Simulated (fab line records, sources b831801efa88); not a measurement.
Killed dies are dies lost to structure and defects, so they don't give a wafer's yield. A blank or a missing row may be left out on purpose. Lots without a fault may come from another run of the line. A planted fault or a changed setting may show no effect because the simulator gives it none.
fab line records | flow gf180mcu
record lots=5 wafers=15 last_day=36
route steps=602 shown M3@413 V3@429
lots that met no fault: from a run of the same line without faults
start_h: hours from the record's first day to the start of the lot's first wafer shown | wait_h: hours since the lot's step before | " the same as in the row above | L1.1+2: a row that stands for several wafers | - no value, or no start given | * or withheld: withheld | < > ~ a bound
route shown NAME@n: a module of which the file shows steps, and the number in the route of the first | usual: mean/standard deviation of fault-free wafers | same: alike in all rows | chamber/n: place in a boat | sites: the reading at each site | _std_site: their standard deviation | _edge_site: outer sites' mean less inner sites' | radius_mm: how far each site lies from the wafer's centre | mask NAME#n: copy n | behind: the tool/chamber that last shaped the wafer | hold: why the lot was held/for how many hours/how that ended | device: the transistor (n, p or np) that didn't switch | end of line: the same wafers' tests at the end of the route | a step without rows: its recipe alone | killed: dies lost to structure and defects at the first sort, not the wafer's yield | map: a wafer's dies, x killed, . not, _ none there
set.NAME: the setting as run; set.NAME@STEP: as run at that earlier step | model.NAME: the simulator's own value behind a step, which no gauge read
lots at some steps of the route; a table a step, a row a wafer
services: from which hour (start_h, from the record's first day; less than 0 if before it) a tool's chamber was out of use, for how many hours, and why
## steps
# step GF_M3_SPUTTER_04
# recipe material=TiN target_thk_nm=50 power_w=6500 time_s=41.7 chamber_pressure_pa=0.4
# usual throttle_valve_pct=29.9/1.3
# same time_s=41.7
# columns lot.wafer tool chamber start_h wait_h throttle_valve_pct
L074.2 pvd_sputter-04 - 516.19 0.0 32.1
L074.5 " - " " 28.8
L074.6 " - " " 31.2
L075.4 pvd_sputter-02 - 528.87 0.0 29.4
L075.5 " - " " 30.5
L075.6 " - " " 27.5
L083.1 pvd_sputter-04 - 588.89 0.0 28.6
L083.3 " - " " 30.7
L083.4 " - " " 31.9
L092.1 pvd_sputter-04 - 657.49 0.0 31.1
L092.2 " - " " 32.1
L092.3 " - " " 29.4
L096.1 pvd_sputter-01 - 678.60 0.0 30.5
L096.2 " - " " 30.0
L096.3 " - " " 30.4
# step GF_M3_RS_MEAS_05
# recipe thk_meas_gauge=four-point-probe reads=TiN_of_M3_SPUTTER_04+Ti_of_M3_SPUTTER_03+AlCu_of_M3_SPUTTER_02+TiN_of_M3_SPUTTER_01+Ti_of_M3_SPUTTER_00
# usual M3_ALCU_RS=0.0699/0.00084
# columns lot.wafer tool chamber start_h wait_h M3_ALCU_RS[ohm/sq]
L074.2 film_metro-01 - 516.25 0.0 0.0703
L074.5 " - " " 0.0715
L074.6 " - " " 0.0694
L075.4 film_metro-01 - 528.97 0.1 0.0691
L075.5 " - " " 0.0686
L075.6 " - " " 0.0698
L083.1 film_metro-04 - 588.93 0.0 0.0706
L083.3 " - " " 0.0698
L083.4 " - " " 0.0709
L092.1 film_metro-04 - 657.53 0.0 0.0713
L092.2 " - " " 0.0719
L092.3 " - " " 0.0711
L096.1 film_metro-01 - 678.64 0.0 0.0699
L096.2 " - " " 0.0698
L096.3 " - " " 0.0686
# step GF_M3_THK_MEAS_06
# recipe thk_meas_gauge=xrf reads=AlCu_of_M3_SPUTTER_02
# usual M3_ALCU_THK=438/5.2
# columns lot.wafer tool chamber start_h wait_h M3_ALCU_THK[nm]
L074.2 film_metro-01 - 516.36 0.1 435
L074.5 " - " " 430
L074.6 " - " " 440
L075.4 film_metro-01 - 529.06 0.1 443
L075.5 " - " " 446
L075.6 " - " " 435
L083.1 film_metro-04 - 589.05 0.1 435
L083.3 " - " " 436
L083.4 " - " " 430
L092.1 film_metro-04 - 657.65 0.1 431
L092.2 " - " " 428
L092.3 " - " " 432
L096.1 film_metro-01 - 678.76 0.1 438
L096.2 " - " " 438
L096.3 " - " " 444
# step GF_M3_DEHYDRATE_07
# recipe temp_c=200 time_s=60
# same time_s=60
# columns lot.wafer tool chamber start_h wait_h
L074.2+5+6 litho_track-03 0 528.13 11.8
L075.4+5+6 litho_track-04 0 540.74 11.7
L083.1+3+4 litho_track-04 0 600.47 11.4
L092.1+2+3 litho_track-04 0 667.92 10.3
L096.1+2+3 litho_track-04 0 688.47 9.7
# step GF_M3_HMDS_08
# recipe prime_time_s=60 prime_temp_c=120
# columns lot.wafer tool chamber start_h wait_h
L074.2+5+6 litho_track-03 0 528.28 0.1
L075.4+5+6 litho_track-04 0 540.89 0.1
L083.1+3+4 litho_track-04 0 600.62 0.1
L092.1+2+3 litho_track-04 0 668.07 0.1
L096.1+2+3 litho_track-04 0 688.62 0.1
# step GF_M3_COAT_09
# recipe resist=KrF spin_rpm=withheld resist_thk_nm=1000
# columns lot.wafer tool chamber start_h wait_h
L074.2+5+6 litho_track-03 0 528.43 0.1
L075.4+5+6 litho_track-04 0 541.04 0.1
L083.1+3+4 litho_track-04 0 600.77 0.1
L092.1+2+3 litho_track-04 0 668.22 0.1
L096.1+2+3 litho_track-04 0 688.77 0.1
# step GF_M3_SOFTBAKE_10
# recipe temp_c=130 time_s=60 resist=KrF
# same time_s=60
# columns lot.wafer tool chamber start_h wait_h
L074.2+5+6 litho_track-03 0 528.58 0.1
L075.4+5+6 litho_track-04 0 541.19 0.1
L083.1+3+4 litho_track-04 0 600.92 0.1
L092.1+2+3 litho_track-04 0 668.37 0.1
L096.1+2+3 litho_track-04 0 688.92 0.1
# step GF_M3_EXPOSE_11
# recipe mask_id=Metal3 target_cd_nm=280 na=0.68 source_shape=conventional sigma_outer=0.6 dose_mj=28
# columns lot.wafer tool chamber start_h wait_h mask
L074.2+5+6 krf_scanner-02 0 - - Metal3#0
L075.4+5+6 krf_scanner-01 0 - - Metal3#0
L083.1+3+4 krf_scanner-02 0 - - Metal3#0
L092.1+2+3 krf_scanner-01 0 - - Metal3#0
L096.1+2+3 krf_scanner-01 0 - - Metal3#0
# step GF_M3_PEB_12
# recipe peb_temp_c=135 peb_time_s=90 resist=KrF
# columns lot.wafer tool chamber start_h wait_h
L074.2+5+6 litho_track-03 0 - -
L075.4+5+6 litho_track-01 0 - -
L083.1+3+4 litho_track-04 0 - -
L092.1+2+3 litho_track-01 0 - -
L096.1+2+3 litho_track-03 0 - -
# step GF_M3_DEVELOP_13
# recipe develop_time_s=60 dev_temp_c=21
# usual developer_temp_C=20.99/0.088
# same develop_time_s=60
# columns lot.wafer tool chamber start_h wait_h developer_temp_C
L074.2 litho_track-03 0 540.63 0.2 21.06
L074.5 " 0 " " 21.06
L074.6 " 0 " " 21.13
L075.4 litho_track-01 0 553.03 0.1 21.01
L075.5 " 0 " " 20.98
L075.6 " 0 " " 21.02
L083.1 litho_track-04 0 611.27 0.2 20.99
L083.3 " 0 " " 20.94
L083.4 " 0 " " 20.97
L092.1 litho_track-01 0 678.20 0.2 20.97
L092.2 " 0 " " 20.91
L092.3 " 0 " " 20.96
L096.1 litho_track-03 0 698.71 0.2 21.03
L096.2 " 0 " " 20.94
L096.3 " 0 " " 20.92
# step GF_M3_CD_MEAS_14
# recipe target_cd_nm=280
# usual cd_nm=280.2/1.3
# columns lot.wafer tool chamber start_h wait_h cd_nm
L074.2 cd_sem-02 - 540.78 0.1 281.1
L074.5 " - " " 281.1
L074.6 " - " " 280.2
L075.4 cd_sem-02 - 553.16 0.1 282.6
L075.5 " - " " 282.7
L075.6 " - " " 281.4
L083.1 cd_sem-02 - 611.42 0.1 281.0
L083.3 " - " " 278.6
L083.4 " - " " 280.4
L092.1 cd_sem-01 - 678.35 0.1 278.2
L092.2 " - " " 279.1
L092.3 " - " " 280.4
L096.1 cd_sem-02 - 698.87 0.1 280.0
L096.2 " - " " 280.4
L096.3 " - " " 279.6
# step GF_M3_OVL_MEAS_15
# usual M3_OVL=2/4.6
# columns lot.wafer tool chamber start_h wait_h M3_OVL[nm]
L074.2 overlay-02 - 540.89 0.1 8
L074.5 " - " " 10
L074.6 " - " " 7
L075.4 overlay-02 - 553.24 0.1 -2
L075.5 " - " " 1
L075.6 " - " " 0
L083.1 overlay-02 - 611.54 0.1 9
L083.3 " - " " 1
L083.4 " - " " 2
L092.1 overlay-01 - 678.47 0.1 -2
L092.2 " - " " 2
L092.3 " - " " 0
L096.1 overlay-01 - 698.99 0.1 -1
L096.2 " - " " 5
L096.3 " - " " 1
# step GF_M3_METAL_ETCH_16
# recipe chemistry=Cl2/BCl3 mask_material=KrF target_depth_nm=627.5 stop_on=SiO2 pressure_mtorr=8 icp_w=830.9 bias_w=140 Cl2_flow_sccm=80 bcl3_flow_sccm=40 time_s=104.6
# usual drypump_motor_current_A=5.58/0.29 oes_product_au=0.971/0.0065 throttle_valve_pct=28.250/0.01
# same time_s=104.6
# columns lot.wafer tool chamber start_h wait_h drypump_motor_current_A oes_product_au rf_hours_counter_h throttle_valve_pct
L074.2 rie_metal-03 1 540.92 0.0 5.21 0.969 6 28.254
L074.5 " 1 " " 5.21 0.965 - 28.255
L074.6 " 0 " " 5.38 0.977 - 28.244
L075.4 rie_metal-03 1 553.29 0.0 5.21 0.970 - 28.243
L075.5 " 0 " " 5.36 0.978 - 28.238
L075.6 " 1 " " 5.20 0.968 - 28.255
L083.1 rie_metal-04 0 611.57 0.0 5.58 0.971 0 28.257
L083.3 " 1 " " 5.92 0.968 - 28.244
L083.4 " 0 " " 5.58 0.971 - 28.259
L092.1 rie_metal-04 0 678.51 0.0 5.59 0.959 2 28.264
L092.2 " 1 " " 5.88 0.956 7 28.251
L092.3 " 0 " " 5.59 0.960 - 28.257
L096.1 rie_metal-04 0 699.02 0.0 5.59 0.976 3 28.251
L096.2 " 1 " " 5.98 0.979 8 28.243
L096.3 " 1 " " 5.91 0.980 - 28.260
# step GF_M3_STRIP_17
# recipe chemistry=O2/N2 power_w=1400 pressure_mtorr=1500 platen_temp_c=250 o2_flow_sccm=3000 n2_flow_sccm=300 overash_fraction=0.5
# usual drypump_motor_current_A=5.48/0.3 heater_power_w=377/51 oes_product_au=0.553/0.0049 platen_temp_c=250.01/0.18 strip_time_to_endpoint_s=7.76/0.04
# columns lot.wafer tool chamber start_h wait_h drypump_motor_current_A heater_power_w oes_product_au platen_temp_c rf_hours_counter_h strip_time_to_endpoint_s
L074.2 plasma_asher-03 0 541.03 0.1 5.37 314 0.561 249.98 12 7.76
L074.5 " 1 " " 5.38 351 0.562 249.99 - 7.78
L074.6 " 0 " " 5.38 319 0.555 249.84 - 7.82
L075.4 plasma_asher-01 1 553.40 0.1 5.70 462 0.553 249.96 - 7.71
L075.5 " 0 " " 5.49 396 0.555 250.15 - 7.78
L075.6 " 1 " " 5.71 452 0.557 250.09 - 7.74
L083.1 plasma_asher-03 0 611.69 0.1 5.38 313 0.560 250.09 20 7.80
L083.3 " 0 " " 5.38 318 0.552 250.06 - 7.77
L083.4 " 1 " " 5.39 357 0.553 250.04 - 7.77
L092.1 plasma_asher-03 0 678.62 0.1 5.39 317 0.553 250.23 27 7.78
L092.2 " 1 " " 5.38 362 0.551 249.73 27 7.77
L092.3 " 1 " " 5.39 352 0.558 249.56 - 7.77
L096.1 plasma_asher-01 0 699.14 0.1 5.51 388 0.553 250.02 84 7.73
L096.2 " 1 " " 5.71 457 0.555 250.13 84 7.75
L096.3 " 1 " " 5.73 452 0.546 250.07 - 7.74
# step GF_M3_STRIP_18
# recipe chemistry=post_etch_residue_remover time_s=1200 temp_c=72.5
# same time_s=1200
# columns lot.wafer tool chamber start_h wait_h
L074.2+5+6 wet_bench-04 1 541.13 0.1
L075.4+5+6 wet_bench-04 3 553.47 0.0
L083.1+3+4 wet_bench-03 3 611.79 0.1
L092.1+2+3 wet_bench-01 1 678.72 0.1
L096.1+2+3 wet_bench-03 0 699.24 0.1
# step GF_M3_CLEAN_19
# recipe chemistry=DIW dry=n2_spin
# columns lot.wafer tool chamber start_h wait_h
L074.2+5+6 wet_bench-01 2 541.47 0.0
L075.4+5+6 wet_bench-03 1 553.81 0.0
L083.1+3+4 wet_bench-01 0 612.13 0.0
L092.1+2+3 wet_bench-03 3 679.06 0.0
L096.1+2+3 wet_bench-01 3 699.61 0.0
# step GF_V3_CVD_00
# recipe material=SiO2 target_thk_nm=600 sigma_open_frac=0.3 temp_c=400 time_s=100 sih4_flow_sccm=60 pressure_mtorr=6
# usual sih4_flow_sccm=59.98/0.18
# same time_s=100
# columns lot.wafer tool chamber start_h wait_h sih4_flow_sccm
L074.2 hdpcvd-01 1 541.56 0.0 59.65
L074.5 " 0 " " 59.81
L074.6 " 1 " " 59.76
L075.4 hdpcvd-01 0 553.95 0.0 60.01
L075.5 " 0 " " 60.07
L075.6 " 1 " " 60.08
L083.1 hdpcvd-02 2 612.23 0.0 59.98
L083.3 " 2 " " 59.85
L083.4 " 0 " " 60.11
L092.1 hdpcvd-01 1 679.16 0.0 60.29
L092.2 " 2 " " 59.83
L092.3 " 0 " " 60.16
L096.1 hdpcvd-01 0 699.70 0.0 59.97
L096.2 " 1 " " 59.81
L096.3 " 2 " " 60.33
# step GF_V3_THK_MEAS_01
# recipe reads=SiO2_of_V3_CVD_00
# usual V3_CVD_00_THK=603/10
# columns lot.wafer tool chamber start_h wait_h V3_CVD_00_THK[nm]
L074.2 film_metro-02 - 541.68 0.1 592
L074.5 " - " " 601
L074.6 " - " " 595
L075.4 film_metro-03 - 554.05 0.1 594
L075.5 " - " " 604
L075.6 " - " " 595
L083.1 film_metro-01 - 612.34 0.1 614
L083.3 " - " " 622
L083.4 " - " " 607
L092.1 film_metro-01 - 679.23 0.0 582
L092.2 " - " " 608
L092.3 " - " " 613
L096.1 film_metro-01 - 699.77 0.0 605
L096.2 " - " " 578
L096.3 " - " " 606
# step GF_V3_CVD_02
# recipe material=SiO2 target_thk_nm=850 precursor=TEOS temp_c=400 time_s=94.851 rf_w=600
# usual heater_power_w=715/86
# same time_s=94.851
# columns lot.wafer tool chamber start_h wait_h heater_power_w
L074.2 pecvd-03 2 541.73 0.0 738
L074.5 " 2 " " 582
L074.6 " 1 " " 809
L075.4 pecvd-03 0 554.11 0.1 676
L075.5 " 1 " " 837
L075.6 " 2 " " 733
L083.1 pecvd-04 0 612.40 0.1 697
L083.3 " 1 " " 849
L083.4 " 2 " " 579
L092.1 pecvd-04 1 679.29 0.1 729
L092.2 " 0 " " 735
L092.3 " 2 " " 705
L096.1 pecvd-02 0 699.83 0.1 629
L096.2 " 1 " " 806
L096.3 " 2 " " 602
# step GF_V3_THK_MEAS_03
# recipe reads=SiO2_of_V3_CVD_02
# usual V3_CVD_02_THK=857/11
# columns lot.wafer tool chamber start_h wait_h V3_CVD_02_THK[nm]
L074.2 film_metro-03 - 541.81 0.0 848
L074.5 " - " " 864
L074.6 " - " " 873
L075.4 film_metro-02 - 554.18 0.0 868
L075.5 " - " " 876
L075.6 " - " " 858
L083.1 film_metro-02 - 612.46 0.0 848
L083.3 " - " " 850
L083.4 " - " " 855
L092.1 film_metro-02 - 679.36 0.0 851
L092.2 " - " " 854
L092.3 " - " " 864
L096.1 film_metro-03 - 699.90 0.0 849
L096.2 " - " " 847
L096.3 " - " " 844
# step GF_V3_CMP_04
# recipe material=SiO2 down_force_psi=4 platen_rpm=60 pad_velocity_m_s=0.94248
# usual motor_current_A=11.3/0.67 retaining_ring_pressure_frac=0.999/0.0052 time_to_endpoint_s=82/6
# columns lot.wafer tool chamber start_h wait_h motor_current_A retaining_ring_pressure_frac time_to_endpoint_s
L074.2 cmp-01 1 541.91 0.1 10.8 0.999 79
L074.6 " 0 " " 11.6 1.008 91
L074.5 " 1 " " 10.7 1.002 85
L075.4 cmp-01 2 554.36 0.2 11.7 0.986 89
L075.5 " 3 " " 12.2 0.994 100
L075.6 " 0 " " 11.7 1.000 87
L083.4 cmp-02 1 612.57 0.1 10.1 0.995 83
L083.1 " 2 " " 11.0 1.000 74
L083.3 " 3 " " 12.2 0.996 80
L092.3 cmp-02 3 679.47 0.1 11.0 0.998 81
L092.2 " 0 " " 12.0 0.997 77
L092.1 " 1 " " 11.1 0.996 81
L096.2 cmp-02 1 699.96 0.0 10.4 0.995 84
L096.1 " 2 " " 10.1 1.000 74
L096.3 " 3 " " 11.2 0.998 76
# step GF_V3_BOW_MEAS_05
# recipe mode=bow
# usual V3_BOW=117/8.8
# columns lot.wafer tool chamber start_h wait_h V3_BOW[um]
L074.2 film_metro-02 - 542.22 0.3 110
L074.5 " - " " 110
L074.6 " - " " 130
L075.4 film_metro-02 - 554.57 0.2 124
L075.5 " - " " 123
L075.6 " - " " 127
L083.1 film_metro-01 - 612.82 0.1 105
L083.3 " - " " 115
L083.4 " - " " 110
L092.1 film_metro-03 - 679.72 0.1 111
L092.2 " - " " 118
L092.3 " - " " 120
L096.1 film_metro-01 - 700.26 0.2 101
L096.2 " - " " 109
L096.3 " - " " 109
# step GF_V3_DEHYDRATE_06
# recipe temp_c=200 time_s=60
# same time_s=60
# columns lot.wafer tool chamber start_h wait_h
L074.2+5+6 litho_track-02 0 553.63 11.4
L075.4+5+6 litho_track-02 0 566.47 11.9
L083.1+3+4 litho_track-03 0 623.81 11.0
L092.1+2+3 litho_track-03 0 689.71 10.0
L096.1+2+3 litho_track-01 0 709.70 9.4
# step GF_V3_HMDS_07
# recipe prime_time_s=60 prime_temp_c=120
# columns lot.wafer tool chamber start_h wait_h
L074.2+5+6 litho_track-02 0 553.78 0.1
L075.4+5+6 litho_track-02 0 566.62 0.1
L083.1+3+4 litho_track-03 0 623.96 0.1
L092.1+2+3 litho_track-03 0 689.86 0.1
L096.1+2+3 litho_track-01 0 709.85 0.1
# step GF_V3_COAT_08
# recipe resist=BARC temp_c=withheld time_s=withheld spin_rpm=withheld resist_thk_nm=withheld
# columns lot.wafer tool chamber start_h wait_h
L074.2+5+6 litho_track-02 0 553.93 0.1
L075.4+5+6 litho_track-02 0 566.77 0.1
L083.1+3+4 litho_track-03 0 624.11 0.1
L092.1+2+3 litho_track-03 0 690.01 0.1
L096.1+2+3 litho_track-01 0 710.00 0.1
# step GF_V3_COAT_09
# recipe resist=KrF spin_rpm=withheld resist_thk_nm=1000
# columns lot.wafer tool chamber start_h wait_h
L074.2+5+6 litho_track-02 0 - -
L075.4+5+6 litho_track-02 0 - -
L083.1+3+4 litho_track-03 0 - -
L092.1+2+3 litho_track-03 0 - -
L096.1+2+3 litho_track-01 0 - -
# step GF_V3_SOFTBAKE_10
# recipe temp_c=130 time_s=60 resist=KrF
# same time_s=60
# columns lot.wafer tool chamber start_h wait_h
L074.2+5+6 litho_track-02 0 - -
L075.4+5+6 litho_track-02 0 - -
L083.1+3+4 litho_track-03 0 - -
L092.1+2+3 litho_track-03 0 - -
L096.1+2+3 litho_track-01 0 - -
# step GF_V3_EXPOSE_11
# recipe mask_id=Via3 target_cd_nm=260 na=0.68 source_shape=conventional sigma_outer=0.6 dose_mj=38
# columns lot.wafer tool chamber start_h wait_h mask
L074.2+5+6 krf_scanner-01 0 - - Via3#0
L075.4+5+6 krf_scanner-02 0 - - Via3#0
L083.1+3+4 krf_scanner-01 0 - - Via3#0
L092.1+2+3 krf_scanner-01 0 - - Via3#0
L096.1+2+3 krf_scanner-01 0 - - Via3#0
# step GF_V3_PEB_12
# recipe peb_temp_c=135 peb_time_s=90 resist=KrF
# columns lot.wafer tool chamber start_h wait_h
L074.2+5+6 litho_track-02 0 - -
L075.4+5+6 litho_track-01 0 - -
L083.1+3+4 litho_track-01 0 - -
L092.1+2+3 litho_track-02 0 - -
L096.1+2+3 litho_track-03 0 - -
# step GF_V3_DEVELOP_13
# recipe develop_time_s=60 resist=KrF dev_temp_c=21
# usual developer_temp_C=21.00/0.11
# same develop_time_s=60
# columns lot.wafer tool chamber start_h wait_h developer_temp_C
L074.2 litho_track-02 0 566.27 0.2 21.01
L074.5 " 0 " " 20.83
L074.6 " 0 " " 20.89
L075.4 litho_track-01 0 578.88 0.1 21.07
L075.5 " 0 " " 21.09
L075.6 " 0 " " 21.10
L083.1 litho_track-01 0 634.70 0.2 20.91
L083.3 " 0 " " 20.90
L083.4 " 0 " " 20.88
L092.1 litho_track-02 0 700.45 0.2 21.08
L092.2 " 0 " " 21.00
L092.3 " 0 " " 21.02
L096.1 litho_track-03 0 720.21 0.2 20.86
L096.2 " 0 " " 20.89
L096.3 " 0 " " 20.92
# step GF_V3_CD_MEAS_14
# recipe target_cd_nm=260
# usual cd_nm=259.6/0.91
# columns lot.wafer tool chamber start_h wait_h cd_nm
L074.2 cd_sem-01 - 566.42 0.1 259.8
L074.5 " - " " 260.5
L074.6 " - " " 260.3
L075.4 cd_sem-02 - 579.01 0.1 259.7
L075.5 " - " " 260.3
L075.6 " - " " 260.1
L083.1 cd_sem-02 - 634.85 0.1 261.1
L083.3 " - " " 260.1
L083.4 " - " " 260.5
L092.1 cd_sem-01 - 700.60 0.1 260.6
L092.2 " - " " 260.5
L092.3 " - " " 260.7
L096.1 cd_sem-02 - 720.36 0.1 259.4
L096.2 " - " " 259.1
L096.3 " - " " 259.3
# step GF_V3_OVL_MEAS_15
# usual V3_OVL=2/4.3
# columns lot.wafer tool chamber start_h wait_h V3_OVL[nm]
L074.2 overlay-02 - 566.53 0.1 2
L074.5 " - " " 14
L074.6 " - " " 3
L075.4 overlay-02 - 579.09 0.1 -2
L075.5 " - " " -2
L075.6 " - " " -5
L083.1 overlay-01 - 634.97 0.1 6
L083.3 " - " " 4
L083.4 " - " " 8
L092.1 overlay-02 - 700.72 0.1 -1
L092.2 " - " " -4
L092.3 " - " " -1
L096.1 overlay-02 - 720.48 0.1 3
L096.2 " - " " -3
L096.3 " - " " -1
# step GF_V3_ETCH_16
# recipe chemistry=N2/H2 target_depth_a=withheld overetch_a=withheld time_s=withheld target=BARC ion_energy_ev=200 source_w=500 bias_w=100 pressure_mtorr=30 n2_flow_sccm=100 h2_flow_sccm=200
# usual drypump_motor_current_A=5.7/0.36 oes_product_au=0.854/0.0051 throttle_valve_pct=13.225/0.0088
# columns lot.wafer tool chamber start_h wait_h drypump_motor_current_A oes_product_au throttle_valve_pct
L074.2 rie_diel-01 1 566.56 0.0 6.3 0.856 13.233
L074.5 " 0 " " 5.9 0.859 13.222
L074.6 " 1 " " 6.3 0.863 13.229
L075.4 rie_diel-03 2 579.11 0.0 5.1 0.858 13.228
L075.5 " 0 " " 5.4 0.863 13.228
L075.6 " 1 " " 6.0 0.852 13.245
L083.1 rie_diel-01 0 635.01 0.0 5.9 0.849 13.223
L083.3 " 2 " " 6.0 0.857 13.220
L083.4 " 3 " " 5.6 0.851 13.217
L092.1 rie_diel-02 1 700.75 0.0 5.3 0.853 13.221
L092.2 " 2 " " 5.5 0.854 13.212
L092.3 " 0 " " 5.3 0.852 13.239
L096.1 rie_diel-01 2 720.51 0.0 5.9 0.842 13.209
L096.2 " 1 " " 6.3 0.856 13.211
L096.3 " 0 " " 5.9 0.857 13.240
# step GF_V3_ETCH_17
# recipe chemistry=C4F8/O2/Ar mask_material=KrF target=SiO2 stop_on=TiN source_w=1500 bias_w=1200 pressure_mtorr=40 c4f8_flow_sccm=withheld O2_flow_sccm=6 Ar_flow_sccm=300 time_s=withheld target_depth_a=6350
# usual oes_product_au=0.856/0.0047
# columns lot.wafer tool chamber start_h wait_h oes_product_au
L074.2 rie_diel-01 1 - - 0.853
L074.5 " 0 " " 0.857
L074.6 " 1 " " 0.858
L075.4 rie_diel-03 2 - - 0.857
L075.5 " 0 " " 0.859
L075.6 " 1 " " 0.854
L083.1 rie_diel-01 0 - - 0.860
L083.3 " 2 " " 0.852
L083.4 " 3 " " 0.861
L092.1 rie_diel-02 1 - - 0.863
L092.2 " 2 " " 0.853
L092.3 " 0 " " 0.854
L096.1 rie_diel-01 2 - - 0.848
L096.2 " 1 " " 0.862
L096.3 " 0 " " 0.855
# step GF_V3_STRIP_18
# recipe chemistry=O2/N2 power_w=1400 pressure_mtorr=1500 platen_temp_c=250 o2_flow_sccm=3000 n2_flow_sccm=300 overash_fraction=0.5
# usual drypump_motor_current_A=5.49/0.24 heater_power_w=361/52 oes_product_au=0.593/0.0049 platen_temp_c=249.97/0.17
# columns lot.wafer tool chamber start_h wait_h drypump_motor_current_A heater_power_w oes_product_au platen_temp_c rf_hours_counter_h
L074.2 plasma_asher-01 0 566.68 - 5.47 399 0.595 250.12 73
L074.5 " 0 " " 5.48 406 0.598 250.35 -
L074.6 " 1 " " 5.71 461 0.600 249.89 -
L075.4 plasma_asher-02 0 579.27 - 5.11 297 0.592 250.02 -
L075.5 " 0 " " 5.12 301 0.589 249.88 -
L075.6 " 1 " " 5.83 362 0.592 249.89 -
L083.1 plasma_asher-01 0 635.13 - 5.49 389 0.597 250.11 79
L083.3 " 1 " " 5.71 455 0.593 250.00 -
L083.4 " 0 " " 5.47 391 0.601 249.96 -
L092.1 plasma_asher-02 0 700.88 - 5.14 296 0.592 249.94 105
L092.2 " 1 " " 5.83 370 0.585 249.69 105
L092.3 " 1 " " 5.81 361 0.594 249.74 -
L096.1 plasma_asher-03 0 720.64 - 5.38 314 0.595 250.13 32
L096.2 " 1 " " 5.41 367 0.589 250.09 32
L096.3 " 0 " " 5.39 316 0.596 249.97 -
# step GF_V3_STRIP_19
# recipe chemistry=post_etch_residue_remover time_s=1200 temp_c=72.5
# same time_s=1200
# columns lot.wafer tool chamber start_h wait_h
L074.2+5+6 wet_bench-02 0 566.78 0.1
L075.4+5+6 wet_bench-01 1 579.34 0.0
L083.1+3+4 wet_bench-01 3 635.23 0.1
L092.1+2+3 wet_bench-01 3 700.98 0.1
L096.1+2+3 wet_bench-01 1 720.74 0.1
# step GF_V3_CLEAN_20
# recipe chemistry=DIW dry=n2_spin
# columns lot.wafer tool chamber start_h wait_h
L074.2+5+6 wet_bench-01 1 567.16 0.0
L075.4+5+6 wet_bench-02 1 579.68 0.0
L083.1+3+4 wet_bench-04 0 635.61 0.0
L092.1+2+3 wet_bench-02 0 701.33 0.0
L096.1+2+3 wet_bench-02 1 721.12 0.0
# step GF_V3_SPUTTER_21
# recipe material=Ti target_thk_nm=15 chamber_pressure_pa=5 power_w=2500 substrate_temp_c=200 time_s=76.1
# usual throttle_valve_pct=29.4/0.99
# same time_s=76.1
# columns lot.wafer tool chamber start_h wait_h throttle_valve_pct
L074.2 pvd_sputter-02 - 567.25 0.0 27.3
L074.5 " - " " 27.2
L074.6 " - " " 30.1
L075.4 pvd_sputter-02 - 579.77 0.0 27.5
L075.5 " - " " 27.4
L075.6 " - " " 30.1
L083.1 pvd_sputter-02 - 635.70 0.0 30.2
L083.3 " - " " 27.2
L083.4 " - " " 29.6
L092.1 pvd_sputter-03 - 701.42 0.0 29.5
L092.2 " - " " 29.8
L092.3 " - " " 29.6
L096.1 pvd_sputter-03 - 721.22 0.0 29.6
L096.2 " - " " 27.7
L096.3 " - " " 29.4
# step GF_V3_SPUTTER_22
# recipe material=TiN target_thk_nm=10 chamber_pressure_pa=5 power_w=4000 time_s=40
# usual throttle_valve_pct=29.4/0.97
# same time_s=40
# columns lot.wafer tool chamber start_h wait_h throttle_valve_pct
L074.2 pvd_sputter-02 - 567.31 0.0 27.6
L074.5 " - " " 27.6
L074.6 " - " " 29.8
L075.4 pvd_sputter-02 - 579.83 0.0 27.8
L075.5 " - " " 27.7
L075.6 " - " " 30.2
L083.1 pvd_sputter-02 - 635.76 0.0 30.3
L083.3 " - " " 27.3
L083.4 " - " " 29.3
L092.1 pvd_sputter-03 - 701.48 0.0 29.7
L092.2 " - " " 29.5
L092.3 " - " " 29.6
L096.1 pvd_sputter-03 - 724.74 3.5 29.7
L096.2 " - " " 27.9
L096.3 " - " " 29.6
# step GF_V3_CVD_23
# recipe material=W target_thk_nm=350 time_s=104.9 temp_c=400 pressure_torr=40
# usual chamber_pressure_Torr=40.00/0.093 heater_power_w=938/100
# same time_s=104.9
# columns lot.wafer tool chamber start_h wait_h chamber_pressure_Torr heater_power_w
L074.2 cvd_w-02 0 567.35 0.0 40.00 838
L074.5 " 1 " " 39.89 848
L074.6 " 0 " " 40.05 855
L075.4 cvd_w-02 0 579.91 0.1 39.99 846
L075.5 " 0 " " 40.12 850
L075.6 " 1 " " 39.94 842
L083.1 cvd_w-01 1 635.80 0.0 40.09 925
L083.3 " 0 " " 39.98 1066
L083.4 " 1 " " 40.14 923
L092.1 cvd_w-01 1 701.52 0.0 40.07 906
L092.2 " 0 " " 39.98 1079
L092.3 " 1 " " 40.09 913
L096.1 cvd_w-01 0 724.78 0.0 39.93 1105
L096.2 " 1 " " 40.07 883
L096.3 " 0 " " 39.84 1085
# step GF_V3_RS_MEAS_24
# recipe thk_meas_gauge=four-point-probe reads=W_of_V3_CVD_23+TiN_of_V3_SPUTTER_22+Ti_of_V3_SPUTTER_21
# usual V3_W_RS=0.327/0.0061
# columns lot.wafer tool chamber start_h wait_h V3_W_RS[ohm/sq]
L074.2 film_metro-02 - 567.48 0.1 0.328
L074.5 " - " " 0.319
L074.6 " - " " 0.325
L075.4 film_metro-01 - 580.04 0.1 0.329
L075.5 " - " " 0.331
L075.6 " - " " 0.319
L083.1 film_metro-03 - 635.91 0.1 0.325
L083.3 " - " " 0.333
L083.4 " - " " 0.328
L092.1 film_metro-02 - 701.63 0.1 0.328
L092.2 " - " " 0.327
L092.3 " - " " 0.321
L096.1 film_metro-02 - 724.89 0.1 0.334
L096.2 " - " " 0.323
L096.3 " - " " 0.329
## services
# columns tool chamber start_h hours kind
hdpcvd-01 0 493.58 14.6 repair
krf_scanner-01 - 495.30 36.0 pm
rie_diel-01 1 500.01 19.7 repair
cmp-02 - 500.16 5.2 pm
rie_diel-01 - 510.56 2.8 pm
hdpcvd-01 - 516.78 6.0 pm
hdpcvd-01 2 530.32 39.7 repair
krf_scanner-01 - 531.30 4.4 pm
krf_scanner-02 - 537.38 4.5 repair
pvd_sputter-03 - 541.39 17.5 repair
plasma_asher-03 - 543.67 0.3 repair
plasma_asher-01 - 545.37 3.8 repair
plasma_asher-03 - 550.67 2.8 pm
plasma_asher-01 - 580.96 16.2 pm
hdpcvd-01 0 599.72 18.7 repair
rie_diel-01 3 608.86 13.3 repair
krf_scanner-01 - 614.32 0.8 pm
pvd_sputter-02 - 639.13 2.7 repair
krf_scanner-01 - 641.89 1.0 pm
krf_scanner-01 - 653.42 1.3 pm
krf_scanner-01 - 667.72 0.7 repair
pvd_sputter-03 - 674.90 7.8 repair
plasma_asher-01 - 687.61 10.8 repair
hdpcvd-01 - 707.96 0.5 repair
## key
fault none
